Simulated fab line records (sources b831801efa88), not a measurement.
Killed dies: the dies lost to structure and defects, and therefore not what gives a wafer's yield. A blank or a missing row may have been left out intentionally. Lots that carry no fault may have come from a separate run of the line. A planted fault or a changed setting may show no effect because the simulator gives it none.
Which tool is to blame? :: flow sky130 :: at 1 step of a route of 708, 12 lots with 36 wafers sampled

== WHAT THE GAUGES SHOWED, per wafer ==
SKY_VT_ADJUST_PCH_OVL_MEAS_07.
lot: L075
measured: day 10 11:45
on: overlay-02
VT_ADJUST_PCH_OVL (nm): 1.3 0.7 0.8

lot: L077
measured: day 10 21:44
on: overlay-01
VT_ADJUST_PCH_OVL (nm): -0.1 -0.6 -0.3

lot: L079
measured: day 11 20:56
on: overlay-02
VT_ADJUST_PCH_OVL (nm): -1.0 -0.4 1.1

lot: L081
measured: day 12 03:04
on: overlay-02
VT_ADJUST_PCH_OVL (nm): 0.8 0.2 -0.1

lot: L083
measured: day 12 21:59
on: overlay-01
VT_ADJUST_PCH_OVL (nm): -1.2 -1.3 -1.4

lot: L085
measured: day 13 13:39
on: overlay-02
VT_ADJUST_PCH_OVL (nm): 1.5 -0.1 0.9

lot: L087
measured: day 14 04:55
on: overlay-02
VT_ADJUST_PCH_OVL (nm): -0.5 0.0 0.2

lot: L089
measured: day 14 16:36
on: overlay-01
VT_ADJUST_PCH_OVL (nm): 0.2 0.2 -0.4

lot: L091
measured: day 15 14:47
on: overlay-01
VT_ADJUST_PCH_OVL (nm): 0.8 0.5 1.5

lot: L097
measured: day 18 05:08
on: overlay-02
VT_ADJUST_PCH_OVL (nm): -0.1 1.3 1.9

lot: L095
measured: day 18 07:38
on: overlay-02
VT_ADJUST_PCH_OVL (nm): 1.2 0.2 1.8

lot: L093
measured: day 18 09:02
on: overlay-01
VT_ADJUST_PCH_OVL (nm): 2.1 0.1 -0.6

== WHICH TOOL RAN EACH LOT (tool, then ch and the chambers of the sampled wafers, then the start) ==
No process step before these readings appears in the record.

== THE ANSWER, worked out from the rows above alone ==
Rule: what is usual is taken from the lots themselves. Put in order of their means at a reading, lots are off if they are a third of the lots or fewer, leave a main group of 4 or more, and stand apart from it by a gap of 3 or more times the standard deviation of the main group's means; of several such gaps the widest counts. Not used: any main group whose means are identical at the precision the tables above print for the reading. Also off: a lot with no number at a reading for which 4 or more lots have one. Any other lot the step has rows for is counted as sound.
Across all readings shown, no lot is off: no conclusion can be drawn from this.

== WHAT WAS PUT IN BY THE SIMULATOR ==
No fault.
